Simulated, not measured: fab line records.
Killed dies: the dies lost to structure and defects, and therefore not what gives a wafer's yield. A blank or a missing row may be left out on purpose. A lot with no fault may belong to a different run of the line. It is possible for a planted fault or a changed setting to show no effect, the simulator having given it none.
Which tool did it? + flow sky130 + 24 lots with 72 wafers sampled at 2 steps, on a route of 708 steps

WHAT EACH GAUGE READ, for each wafer
SKY_VIA3_BOW_MEAS_03. Usual: VIA3_BOW gives 81 um (standard deviation 7.6).
| lot  | measured     | on            | VIA3_BOW (um) | flag |
|------|--------------|---------------|---------------|------|
| L074 | day 38 22:40 | film-metro-03 | 90 83 88      |      |
| L075 | day 39 03:20 | film-metro-03 | 85 81 77      |      |
| L076 | day 39 08:59 | film-metro-04 | 75 84 76      |      |
| L077 | day 39 22:37 | film-metro-03 | 85 88 96      |      |
| L078 | day 40 00:59 | film-metro-03 | 89 89 87      |      |
| L079 | day 40 08:39 | film-metro-04 | 86 83 77      |      |
| L080 | day 40 20:00 | film-metro-01 | 83 88 70      |      |
| L081 | day 41 02:37 | film-metro-04 | 81 83 88      |      |
| L082 | day 41 04:51 | film-metro-01 | 91 78 100     |      |
| L083 | day 41 08:24 | film-metro-04 | 73 86 81      |      |
| L084 | day 42 01:05 | film-metro-03 | 85 84 73      |      |
| L085 | day 42 03:43 | film-metro-01 | 83 82 83      |      |
| L086 | day 42 11:15 | film-metro-03 | 89 82 91      |      |
| L087 | day 42 20:30 | film-metro-03 | 58 85 69      |      |
| L088 | day 43 01:35 | film-metro-01 | 75 82 84      |      |
| L089 | day 43 06:39 | film-metro-01 | 88 85 79      |      |
| L090 | day 43 13:52 | film-metro-01 | 89 86 94      |      |
| L091 | day 43 20:07 | film-metro-04 | 73 81 81      |      |
| L092 | day 44 02:48 | film-metro-03 | 88 81 87      |      |
| L093 | day 44 09:34 | film-metro-04 | 77 78 77      |      |
| L094 | day 44 10:19 | film-metro-04 | 77 71 79      |      |
| L095 | day 44 17:01 | film-metro-04 | 90 82 82      |      |
| L096 | day 44 22:44 | film-metro-04 | 83 79 83      |      |
| L097 | day 45 07:30 | film-metro-01 | 80 81 73      |      |

EACH LOT AND THE TOOL THAT RAN IT (in order: tool; ch and the chambers of the sampled wafers; start)
| lot  | SKY_VIA3_CMP_02               |
|------|-------------------------------|
| L074 | cmp-02 ch 1,2,3, day 38 22:22 |
| L075 | cmp-02 ch 0,2, day 39 03:02   |
| L076 | cmp-01 ch 0,2,3, day 39 08:46 |
| L077 | cmp-02 ch 1,2,3, day 39 22:22 |
| L078 | cmp-02 ch 0,3, day 40 00:41   |
| L079 | cmp-01 ch 0,1,3, day 40 08:21 |
| L080 | cmp-01 ch 1,2,3, day 40 19:42 |
| L081 | cmp-01 ch 1,2, day 41 02:19   |
| L082 | cmp-01 ch 0,1,3, day 41 04:36 |
| L083 | cmp-02 ch 0,1,2, day 41 08:06 |
| L084 | cmp-02 ch 1,2,3, day 42 00:46 |
| L085 | cmp-01 ch 0,3, day 42 03:27   |
| L086 | cmp-01 ch 1,2, day 42 11:00   |
| L087 | cmp-02 ch 2,3, day 42 20:12   |
| L088 | cmp-01 ch 0,1,2, day 43 01:22 |
| L089 | cmp-01 ch 0,1,2, day 43 06:26 |
| L090 | cmp-02 ch 0,3, day 43 13:34   |
| L091 | cmp-01 ch 1,2,3, day 43 19:49 |
| L092 | cmp-01 ch 0,3, day 44 02:33   |
| L093 | cmp-01 ch 0,1, day 44 09:13   |
| L094 | cmp-02 ch 1,2, day 44 10:03   |
| L095 | cmp-01 ch 1,2,3, day 44 16:41 |
| L096 | cmp-02 ch 1,2,3, day 44 22:25 |
| L097 | cmp-02 ch 1,2,3, day 45 07:11 |
- SKY_VIA3_CMP_02: polishes SiO2.

AS READ BY THE TOOLS THEMSELVES (means over the sampled wafers that have a number; for cases with no such wafer, the mark the record gives instead)
SKY_VIA3_CMP_02. Usual: edge-zone-pressure-frac 1.000, standard deviation 0.0047; head-pressure-psi 4.000 psi, standard deviation 0.0093; motor-current-A 11.9 A, standard deviation 1.2; retaining-ring-pressure-frac 1.000, standard deviation 0.0044; slurry-flow-ml-min 150.0, standard deviation 0.49.
| lot  | tool   | edge-zone-pressure-frac | head-pressure-psi (psi) | motor-current-A (A) | retaining-ring-pressure-frac | slurry-flow-ml-min | flag |
|------|--------|-------------------------|-------------------------|---------------------|------------------------------|--------------------|------|
| L074 | cmp-02 | 1.000                   | 3.999                   | 12.1                | 1.003                        | 149.9              |      |
| L075 | cmp-02 | 1.003                   | 4.017                   | 11.9                | 1.001                        | 149.9              |      |
| L076 | cmp-01 | 1.000                   | 4.001                   | 12.3                | 1.002                        | 149.9              |      |
| L077 | cmp-02 | 1.002                   | 4.000                   | 11.9                | 0.999                        | 150.1              |      |
| L078 | cmp-02 | 1.001                   | 4.003                   | 10.7                | 1.001                        | 150.2              |      |
| L079 | cmp-01 | 1.002                   | 4.003                   | 12.2                | 1.007                        | 150.1              |      |
| L080 | cmp-01 | 1.003                   | 4.004                   | 12.1                | 1.000                        | 149.8              |      |
| L081 | cmp-01 | 1.000                   | 3.998                   | 12.2                | 0.996                        | 150.1              |      |
| L082 | cmp-01 | 1.005                   | 3.996                   | 11.8                | 1.000                        | 150.4              |      |
| L083 | cmp-02 | 1.001                   | 3.996                   | 12.9                | 1.001                        | 149.6              |      |
| L084 | cmp-02 | 1.001                   | 4.002                   | 11.5                | 0.997                        | 149.4              |      |
| L085 | cmp-01 | 1.004                   | 4.006                   | 12.6                | 1.004                        | 150.0              |      |
| L086 | cmp-01 | 1.001                   | 3.998                   | 12.0                | 1.006                        | 150.0              |      |
| L087 | cmp-02 | 1.000                   | 3.994                   | 12.3                | 0.999                        | 149.7              |      |
| L088 | cmp-01 | 1.002                   | 3.999                   | 11.7                | 0.994                        | 150.1              |      |
| L089 | cmp-01 | 1.002                   | 3.996                   | 11.9                | 1.000                        | 150.2              |      |
| L090 | cmp-02 | 0.996                   | 3.996                   | 10.7                | 0.998                        | 150.4              |      |
| L091 | cmp-01 | 1.003                   | 4.009                   | 12.3                | 1.000                        | 150.0              |      |
| L092 | cmp-01 | 1.001                   | 3.998                   | 12.2                | 0.995                        | 150.0              |      |
| L093 | cmp-01 | 1.002                   | 3.994                   | 11.5                | 1.003                        | 149.8              |      |
| L094 | cmp-02 | 0.999                   | 4.000                   | 13.1                | 1.001                        | 150.6              |      |
| L095 | cmp-01 | 1.001                   | 3.997                   | 12.0                | 1.000                        | 149.7              |      |
| L096 | cmp-02 | 0.996                   | 4.010                   | 12.1                | 1.000                        | 149.6              |      |
| L097 | cmp-02 | 1.001                   | 3.994                   | 12.1                | 1.002                        | 150.4              |      |

THE ANSWER, worked out from the rows above alone
Rule: a lot is off if the mean of its wafers that have a number lies more than 3 standard deviations from the usual mean. Also off: a lot with no number at a reading for which 4 or more lots have one. Any other lot the step has rows for is counted as sound. After the gauges, taken in route order, come the tools' own readings; for these a lot's mean is taken, as printed above. At the first step where some lot is off, the reading lying furthest off is the one used; lots without a number count as furthest.
Nothing can be told from this: no lot is off at any reading shown.

WHAT THE SIMULATOR HAD INSERTED
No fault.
